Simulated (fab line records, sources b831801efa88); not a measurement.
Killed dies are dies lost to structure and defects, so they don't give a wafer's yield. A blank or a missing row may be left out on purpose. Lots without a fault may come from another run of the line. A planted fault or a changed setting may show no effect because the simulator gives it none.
One fault seen from 2 desks | flow gf180mcu | each desk has only its own numbers; what lay behind them comes last

THE METROLOGY DESK
What the gauges read, lot by lot, whatever tool the lot ran on: means of the sampled wafers that have a number. A lot is out of limits, marked OUT, if its mean lies more than 4 standard deviations from the usual mean; the brackets give that distance.
Columns: A = M3_OVL at GF_M3_OVL_MEAS_15, usual 0 nm; B = V3_CVD_02_THK at GF_V3_THK_MEAS_03, usual 849 nm
lot  | first seen here | A   | B
L606 | day 21 13:29    | -10 | 863
L608 | day 22 12:44    | -7  | 720 (-11) OUT
L609 | day 23 02:53    | -4  | 787 (-5.2) OUT
L618 | day 26 03:19    | 5   | 861
L621 | day 26 22:08    | -10 | 847
L622 | day 27 03:44    | 3   | 854
L623 | day 27 12:55    | 4   | 844
L624 | day 27 16:04    | -5  | 848
L625 | day 28 05:24    | -1  | 854
L626 | day 28 07:10    | 6   | 854
L627 | day 28 14:19    | 3   | 841
L628 | day 29 00:41    | -3  | 845
This desk's finding: out of limits on L608, L609; first on L608, day 22 13:45 (V3_CVD_02_THK at GF_V3_THK_MEAS_03). In limits: L606, L618, L621, L622, L623, L624, L625, L626, L627, L628.

THE TOOL OWNER'S DESK: pecvd-01
The tool's own readings at GF_V3_CVD_02 (deposits SiO2 from TEOS, target thk 850 nm, time 94.851 s): means of the sampled wafers that have a number, for each lot that ran on this tool. A lot is out of limits, marked OUT, if its mean lies more than 4 standard deviations from the usual mean; the brackets give that distance.
Columns: A = heater_power_w at GF_V3_CVD_02, usual 696 W; B = run_length_s at GF_V3_CVD_02, usual 122.6 s; C = susceptor_temp_C at GF_V3_CVD_02, usual 400.00 C
lot  | first seen here | A   | B               | C
L606 | day 21 14:29    | 678 | 122.3           | 399.91
L608 | day 22 13:41    | 755 | 109.2 (-22) OUT | 400.27
L609 | day 23 03:45    | 757 | 115.2 (-12) OUT | 399.76
L622 | day 27 04:34    | 756 | 122.1           | 399.98
L623 | day 27 13:44    | 699 | 122.3           | 399.96
L625 | day 28 06:20    | 653 | 121.9           | 400.02
L628 | day 29 01:32    | 798 | 122.4           | 399.77
This desk's finding: out of limits on L608, L609; first on L608, day 22 13:41 (run_length_s at GF_V3_CVD_02). In limits: L606, L622, L623, L625, L628.

PUT TOGETHER
The tool owner's desk could have raised an alarm at day 22 13:41, on L608, L609.
The metrology desk could have raised an alarm at day 22 13:45, on L608, L609.
Of the lots named, all ran GF_V3_CVD_02 on pecvd-01.

WHAT THE SIMULATOR HAD PUT IN
Process parameter drift: pecvd-01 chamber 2, from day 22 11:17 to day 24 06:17, at GF_V3_CVD_02. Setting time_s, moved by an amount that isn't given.
Lots struck among those shown: L608, L609.
Hours from the fault's start to each desk's first reading out of limits: the tool owner's desk, 2; the metrology desk, 2.
